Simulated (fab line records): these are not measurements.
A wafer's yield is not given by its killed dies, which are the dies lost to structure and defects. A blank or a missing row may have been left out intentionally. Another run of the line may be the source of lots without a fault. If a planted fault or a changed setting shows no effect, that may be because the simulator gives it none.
A struck lot beside a sound one ; flow sky130 ; 43 out of 708 route steps
Sound: these wafers, L635.2, L635.3, L635.6. The struck wafers were L630.2, L630.4, L630.6. The cause comes at the end.
Each step with rows lists, per side, the tool, then ch with its chambers, then its first start. Under that, the readings that differ: sound wafers ; struck wafers ; difference of the means ; sigmas: that difference in standard deviations of wafers without a fault.
alike: same words and numbers on both sides, and readings whose means sit less than 2 such deviations apart. not compared: any withheld reading, any reading some wafer has no value for, any bound like >300 that may hide the same value, and any number with overlapping values for which the record gives no deviation.
Wherever a step has rows on one side only, a row that says differs or no value, or a row with sigmas, the two part there. Non-overlapping numbers with no deviation appear without sigmas and do not part them. A reading missing from all wafers of one side parts the sides only when that side holds two or more wafers.

first, 1 step without rows for these wafers: SKY_FIELD_ISO_DEVELOP_12 (develop time 60 s).
SKY_FIELD_ISO_CD_MEAS_13: the cd target is 150 nm.
  sound on cd sem-02 at day 6 09:16; struck on cd sem-01 at day 5 05:34
  alike: cd nm
SKY_FIELD_ISO_ETCH_14: etches BARC in N2/H2, stops on SiO2, time 45.9 s, target depth 60 nm.
  sound on rie diel-03 ch 0,1, day 6 09:22; struck on rie diel-03 ch 1,3, day 5 05:40
  alike: drypump motor current A, oes product au, throttle valve pct
  not compared: rf hours counter h
then, 1 step without rows for these wafers: SKY_FIELD_ISO_ETCH_15 (etches the open film in CHF3/O2, stops on Si, target depth 180 nm, time 72 s).
SKY_FIELD_ISO_STRIP_16: strips in O2/N2.
  sound on plasma asher-02 ch 0,1, day 6 09:28; struck on plasma asher-01 ch 0,1, day 5 05:46
reading;sound;struck;difference;sigmas
drypump motor current A (A);6.4 6.0 6.4;5.0 5.0 5.6;-1.1;-2
  alike: oes product au, strip time to endpoint s
  not compared: rf hours counter h
SKY_FIELD_ISO_ETCH_17: etches Si in HBr/Cl2/O2, target depth 342 nm, time 97.7 s.
  sound on rie si-01 ch 0,2,3, day 6 09:34; struck on rie si-02 ch 0,2, day 5 05:52
  alike: drypump motor current A, oes product au, throttle valve pct
  not compared: rf hours counter h
then, 5 steps without rows for these wafers: SKY_FIELD_ISO_WET_ETCH_18 (etches Si3N4 in H3PO4, target depth 25 nm, time 286 s); SKY_FIELD_ISO_CLEAN_19 (cleans in SC1/SC2, time 150 s); SKY_FIELD_ISO_CLEAN_20 (cleans in dHF, time 20 s); SKY_FIELD_ISO_WET_ETCH_21 (etches SiO2 in dHF, target depth 20 nm, time 400 s); SKY_FIELD_ISO_OXIDATION_22 (stabilise 600 s, purge 300 s, target thk 10 nm).
SKY_FIELD_ISO_THK_MEAS_23:
  sound on film metro-01 at day 6 11:05; struck on film metro-01 at day 5 07:25
  alike: FIELD_ISO_OXIDATION_01_THK
SKY_FIELD_ISO_CVD_24: deposits SiO2, target thk 595 nm, time 99.2 s.
  sound on hdpcvd-01 ch 0,1, day 6 11:08; struck on hdpcvd-02 ch 1,2, day 5 07:28
SKY_FIELD_ISO_THK_MEAS_25:
  sound on film metro-03 at day 6 11:14; struck on film metro-04 at day 5 07:32
  alike: FIELD_ISO_CVD_24_THK
then, 7 steps without rows for these wafers: SKY_FIELD_ISO_ANNEAL_26 (time 1800 s); SKY_FIELD_ISO_CMP_27 (polishes, stops on Si3N4, t overpolish 16 s, target thk 457.8 nm); SKY_FIELD_ISO_WET_ETCH_28 (etches SiO2 in dHF, target depth 23.7 nm, time 47 s); SKY_FIELD_ISO_WET_ETCH_29 (etches Si3N4 in H3PO4, target depth 160 nm, time 1825 s); SKY_FIELD_ISO_WET_ETCH_30 (etches SiO2 in dHF, target depth 25 nm, time 50 s); SKY_NWELL_CLEAN_00 (cleans in SC1/SC2, time 150 s); SKY_NWELL_OXIDATION_01 (stabilise 600 s, purge 300 s, target thk 10 nm).
SKY_NWELL_THK_MEAS_02:
  sound on film metro-02 at day 6 21:07; struck on film metro-01 at day 5 12:34
reading;sound;struck;difference;sigmas
NWELL_OXIDATION_THK (nm);10.09 10.14 10.12;9.75 9.92 9.67;-0.34;-2
then, 8 steps without rows for these wafers: SKY_DNWELL_DEHYDRATE_00 (time 60 s); SKY_DNWELL_HMDS_01 (prime time 60 s); SKY_DNWELL_COAT_02 (resist thk 3000 nm); SKY_DNWELL_SOFTBAKE_03; SKY_DNWELL_EXPOSE_04 (exposes mask DNM, target cd 3000 nm); SKY_DNWELL_PEB_05; SKY_DNWELL_DEVELOP_06 (develop time 60 s); SKY_DNWELL_IMPLANT_07.
SKY_DNWELL_STRIP_08: strips in O2/N2.
  sound on plasma asher-04 ch 0,1, day 7 16:06; struck on plasma asher-02 ch 0,1, day 6 07:02
  alike: drypump motor current A, oes product au, strip time to endpoint s
  not compared: rf hours counter h
SKY_DNWELL_TW_MEAS_09:
  sound on film metro-03 at day 7 16:13; struck on film metro-02 at day 6 07:09
  alike: DNWELL_TW
then, 7 steps without rows for these wafers: SKY_PWDE_DEHYDRATE_00 (time 60 s); SKY_PWDE_HMDS_01 (prime time 60 s); SKY_PWDE_COAT_02 (resist thk 3000 nm); SKY_PWDE_SOFTBAKE_03; SKY_PWDE_EXPOSE_04 (exposes mask PWDEM, target cd 840 nm); SKY_PWDE_PEB_05; SKY_PWDE_DEVELOP_06 (develop time 60 s).
SKY_PWDE_OVL_MEAS_07:
  sound on overlay-02 at day 8 12:32; struck on overlay-01 at day 7 01:53
  alike: PWDE_OVL
after that, 1 step had no rows for these wafers: SKY_PWDE_IMPLANT_08.
SKY_PWDE_STRIP_09: strips in O2/N2.
  sound on plasma asher-03 ch 0,1, day 8 12:43; struck on plasma asher-01 ch 0,1, day 7 02:04
  alike: drypump motor current A, oes product au, strip time to endpoint s
  not compared: rf hours counter h
-- the record jumps here: 42 days lie between the struck wafers' starts before and after (it left off in module PWDE and takes up again in module PAD_OPEN, whose first step shown is number 708 of the route) --
SKY_PAD_OPEN_PROBE_99:
  sound on prober-01 at day 50 06:30; struck on prober-01 at day 48 23:37
reading;sound;struck;difference;sigmas
killed at front end;15 14 17;49 50 83;+45;+11
killed dies;70 92 98;114 113 165;+44;+5
  alike: killed_at_M0_to_M3, killed_at_M4_up, killed at contacts, killed at other, killed open, killed short

## WHERE THEY PART
At SKY_FIELD_ISO_STRIP_16 first; at SKY_PAD_OPEN_PROBE_99 last (within this record only).

WHY: whatever the simulator had introduced
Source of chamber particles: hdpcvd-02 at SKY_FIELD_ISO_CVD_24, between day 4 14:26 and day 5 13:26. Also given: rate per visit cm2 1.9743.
